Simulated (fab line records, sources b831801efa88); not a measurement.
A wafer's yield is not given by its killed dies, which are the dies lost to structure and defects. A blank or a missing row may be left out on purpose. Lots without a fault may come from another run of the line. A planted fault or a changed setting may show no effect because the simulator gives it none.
8D (eight disciplines) problem report, filled in by code | flow sky130 | the parts of the form that need people (team, actions taken, sign-off) are left out

== 1. PROBLEM STATEMENT ==
Wafers free of any fault read 537 nm (standard deviation 8.7) for PASSIVATION_CVD_02_THK at SKY_PASSIVATION_THK_MEAS_03, against a mean of 412 nm on 4 wafers of 3 lots. Measured from the usual mean, that is -14 standard deviations.
Earliest sighting: wafer L368.4 on film metro-02 at day 48 17:06. The record has a number at this step for 30 wafers belonging to 11 lots. The rule behind "out" and "out of limits": a value lying over 4 standard deviations away from the usual mean. The rest of the wafers with a number are treated as sound.

== 2. WHAT IT IS, AND WHAT IT ISN'T ==
question                    | is                             | is not
which readings at this step | PASSIVATION_CVD_02_THK         | -
which lots                  | L368, L371, L372               | L353, L355, L356, L357, L359, L360, L361, L362
which wafers of those lots  | L368.4, L371.4, L372.4, L372.6 | L368.2, L371.3
read on which gauges        | film metro-01, film metro-02   | film metro-04
when                        | from day 48 17:06              | up to then (25 sound wafers); but 1 sound wafer of L371 came after

== 3. SUSPECTS, AND WHAT RULES EACH OUT ==
Counting: a tool at a process step up to the reading stays a suspect if it ran every lot that is out. Sound lots after the first of them don't rule it out here, since some wafers of a struck lot are sound.
- the gauge at SKY_PASSIVATION_THK_MEAS_03 is ruled out. 2 gauges (film metro-01, film metro-02) read the wafers that are out.
- pecvd-02 at SKY_PASSIVATION_CVD_02 (deposits Si3N4, target thk 540 nm): kept. It ran every lot that is out, first L368 (day 48 16:52); its last sound lot up to then is L362 (day 47 21:57).
Left after counting: pecvd-02 at SKY_PASSIVATION_CVD_02.

== 4. THE CAUSE (what the simulator had put in) ==
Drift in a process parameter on pecvd-02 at SKY_PASSIVATION_CVD_02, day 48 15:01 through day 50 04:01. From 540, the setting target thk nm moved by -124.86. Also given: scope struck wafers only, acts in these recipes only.
Counting left only this tool.

== 5. SEQUENCE OF EFFECTS, ordered by route ==
One row per reading whose mean, taken over the struck wafers that have a number, lies over 3 standard deviations from the usual. Only readings for which the record gives a usual standard deviation are gone through. hours: the time from each lot's start at the first step in this table that gives one to its start at this step, as a median over the lots. sigmas: the change in usual standard deviations.
hours | step                        | reading                | usual      | on struck wafers | change | sigmas
0     | SKY_PASSIVATION_THK_MEAS_03 | PASSIVATION_CVD_02_THK | 537 nm     | 412              | -125   | -14
18    | SKY_PASSIVATION_ETCH_11     | oes product au         | 0.975 a.u. | 0.869            | -0.106 | -13
18    | SKY_PASSIVATION_ETCH_11     | throttle valve pct     | 5.964 %    | 5.927            | -0.037 | -4.2
It contains these process steps:
- SKY_PASSIVATION_ETCH_11: etches the open film in CF4/O2, stops on AlCu, target depth 725 nm, time 161.1 s.

== 6. HOW IT WOULD HAVE BEEN CAUGHT EARLIER ==
Counted from the fault's start at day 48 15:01, it took 2 hours until the first out-of-limits reading at a measuring or inspecting step in this record, taken at day 48 17:06.
Of the tool readings at SKY_PASSIVATION_CVD_02 for which the record gives a usual standard deviation, none was out on any struck wafer, so an alarm limit of 4 standard deviations on them would not have fired.
L372, L371, from the lots that are out (3), started SKY_PASSIVATION_CVD_02 on pecvd-02 later than day 48 17:06. A hold on the tool at that time would have spared those 2.
